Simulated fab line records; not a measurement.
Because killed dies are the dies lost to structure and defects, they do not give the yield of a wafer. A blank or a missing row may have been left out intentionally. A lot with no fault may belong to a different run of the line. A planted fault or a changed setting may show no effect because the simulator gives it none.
Split-lot study :: flow sky130 :: 5 lots, 23 wafers read, on a route of 708 steps

== THE SPLIT ITSELF ==
At SKY_SD_N_IMPLANT_09, the setting energy-kev was moved away from the recipe's 50 on 10 of the 23 wafers read, by -3.4% to +5.4%. All remaining wafers had this setting at the recipe value.

== FROM THE SPLIT TO THE READING: what the file shows between them, 4 steps ==
- SKY_SD_N_IMPLANT_10
- SKY_SD_N_STRIP_11: strips in O2/N2
- SKY_SD_N_CLEAN_13: cleans in SC1/SC2, time 150 s
- SKY_SD_N_RTA_14: time 2 s

== THE READING ==
At SKY_SD_N_RS_MEAS_16, a four-point-probe measurement gives SD_N_RS in ohm/sq. A value of 68.45 ohm/sq with a standard deviation of 0.12 ohm/sq is what fault-free wafers of this fab line usually give.

wafer: L074.1
tool, chamber at the split: implanter-03, 0
energy-kev as run: 48.31
against the recipe: -3.4%
SD_N_RS, ohm/sq: 69.88
against lot-mates on the recipe: +1.33

wafer: L074.2
tool, chamber at the split: implanter-03, 0
energy-kev as run: 50
against the recipe: recipe
SD_N_RS, ohm/sq: 68.58
against lot-mates on the recipe: -

wafer: L074.3
tool, chamber at the split: implanter-03, 0
energy-kev as run: 48.31
against the recipe: -3.4%
SD_N_RS, ohm/sq: 69.91
against lot-mates on the recipe: +1.36

wafer: L074.4
tool, chamber at the split: implanter-03, 0
energy-kev as run: 48.31
against the recipe: -3.4%
SD_N_RS, ohm/sq: 69.73
against lot-mates on the recipe: +1.18

wafer: L074.6
tool, chamber at the split: implanter-03, 0
energy-kev as run: 50
against the recipe: recipe
SD_N_RS, ohm/sq: 68.52
against lot-mates on the recipe: -

wafer: L077.1
tool, chamber at the split: implanter-03, 0
energy-kev as run: 52.7
against the recipe: +5.4%
SD_N_RS, ohm/sq: 66.72
against lot-mates on the recipe: -1.63

wafer: L077.2
tool, chamber at the split: implanter-03, 0
energy-kev as run: 52.7
against the recipe: +5.4%
SD_N_RS, ohm/sq: 66.53
against lot-mates on the recipe: -1.82

wafer: L077.4
tool, chamber at the split: implanter-03, 0
energy-kev as run: 50
against the recipe: recipe
SD_N_RS, ohm/sq: 68.33
against lot-mates on the recipe: -

wafer: L077.5
tool, chamber at the split: implanter-03, 0
energy-kev as run: 50
against the recipe: recipe
SD_N_RS, ohm/sq: 68.34
against lot-mates on the recipe: -

wafer: L077.6
tool, chamber at the split: implanter-03, 0
energy-kev as run: 50
against the recipe: recipe
SD_N_RS, ohm/sq: 68.38
against lot-mates on the recipe: -

wafer: L081.1
tool, chamber at the split: implanter-02, 0
energy-kev as run: 50
against the recipe: recipe
SD_N_RS, ohm/sq: 68.49
against lot-mates on the recipe: -

wafer: L081.2
tool, chamber at the split: implanter-02, 0
energy-kev as run: 51.86
against the recipe: +3.7%
SD_N_RS, ohm/sq: 67.18
against lot-mates on the recipe: -1.34

wafer: L081.3
tool, chamber at the split: implanter-02, 0
energy-kev as run: 51.86
against the recipe: +3.7%
SD_N_RS, ohm/sq: 67.06
against lot-mates on the recipe: -1.47

wafer: L081.4
tool, chamber at the split: implanter-02, 0
energy-kev as run: 50
against the recipe: recipe
SD_N_RS, ohm/sq: 68.56
against lot-mates on the recipe: -

wafer: L081.5
tool, chamber at the split: implanter-02, 0
energy-kev as run: 51.86
against the recipe: +3.7%
SD_N_RS, ohm/sq: 67.09
against lot-mates on the recipe: -1.44

wafer: L084.2
tool, chamber at the split: implanter-02, 0
energy-kev as run: 52.44
against the recipe: +4.9%
SD_N_RS, ohm/sq: 66.76
against lot-mates on the recipe: -1.77

wafer: L084.3
tool, chamber at the split: implanter-02, 0
energy-kev as run: 50
against the recipe: recipe
SD_N_RS, ohm/sq: 68.56
against lot-mates on the recipe: -

wafer: L084.4
tool, chamber at the split: implanter-02, 0
energy-kev as run: 50
against the recipe: recipe
SD_N_RS, ohm/sq: 68.44
against lot-mates on the recipe: -

wafer: L084.5
tool, chamber at the split: implanter-02, 0
energy-kev as run: 52.44
against the recipe: +4.9%
SD_N_RS, ohm/sq: 66.80
against lot-mates on the recipe: -1.73

wafer: L084.6
tool, chamber at the split: implanter-02, 0
energy-kev as run: 50
against the recipe: recipe
SD_N_RS, ohm/sq: 68.59
against lot-mates on the recipe: -

wafer: L085.1
tool, chamber at the split: implanter-03, 0
energy-kev as run: 50
against the recipe: recipe
SD_N_RS, ohm/sq: 68.12
against lot-mates on the recipe: -

wafer: L085.3
tool, chamber at the split: implanter-03, 0
energy-kev as run: 50
against the recipe: recipe
SD_N_RS, ohm/sq: 68.31
against lot-mates on the recipe: -

wafer: L085.6
tool, chamber at the split: implanter-03, 0
energy-kev as run: 50
against the recipe: recipe
SD_N_RS, ohm/sq: 68.28
against lot-mates on the recipe: -

FIT RESULTS
A straight line over all 23 wafers: SD_N_RS changes by -0.361 ohm/sq for each +1% of energy-kev; r = -0.99; the points scatter about the line by 0.14 ohm/sq.
The same after taking each lot's own level away (the mean of its wafers on the recipe; 23 wafers): -0.357 ohm/sq for each +1%; r = -1.00; scatter 0.099 ohm/sq.
The reading moves by 1.9 ohm/sq for the largest change in energy-kev, on that fit.
Across the lots, their own levels run from 68.237 to 68.550 ohm/sq, a range of 2.6 times the standard deviation given above.
Consequently the slope shifts little with the lot-to-lot level, the two slopes agreeing.
Check: for one of the wafers moved furthest among these (+5.4%), held out of the fit, the line's prediction against its lot-mates is -1.97 ohm/sq. It came out at -1.63 ohm/sq against them.

== OTHER SPLITS ON THESE WAFERS ==
Other splits were also applied to these wafers ahead of the reading. Each is held against what the fit with the lots' levels taken away leaves over:
other split on the same wafers: SKY_SD_N_EXPOSE_04 dose-mj
wafers away from the commonest value: 6
r with SD_N_RS (lot level and that fit taken away): -0.17

== THE WHOLE CHAIN: every reading that the file lists as answering this split, in the file's order ==
step: SKY_SD_N_IMPLANT_09
what it does: 
reading: implant.rp-nm (the simulator's own value, which no gauge read)
change (the file's fit): +0.263 nm for each +1% of the setting
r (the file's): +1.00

step: SKY_SD_N_IMPLANT_09
what it does: 
reading: implant.drp-nm (the simulator's own value, which no gauge read)
change (the file's fit): +0.106 nm for each +1% of the setting
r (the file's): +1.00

step: SKY_SD_N_STRIP_11
what it does: strips in O2/N2
reading: strip-time-to-endpoint-s
change (the file's fit): withheld for each +1% of the setting
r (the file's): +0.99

step: SKY_SD_N_RS_MEAS_16
what it does: measures by four-point-probe
reading: SD_N_RS
change (the file's fit): -0.352 for each +1% of the setting
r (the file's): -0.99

== FILE'S OWN FIT ==
SD_N_RS changes by -0.352 ohm/sq for each +1% of energy-kev, r = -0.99.
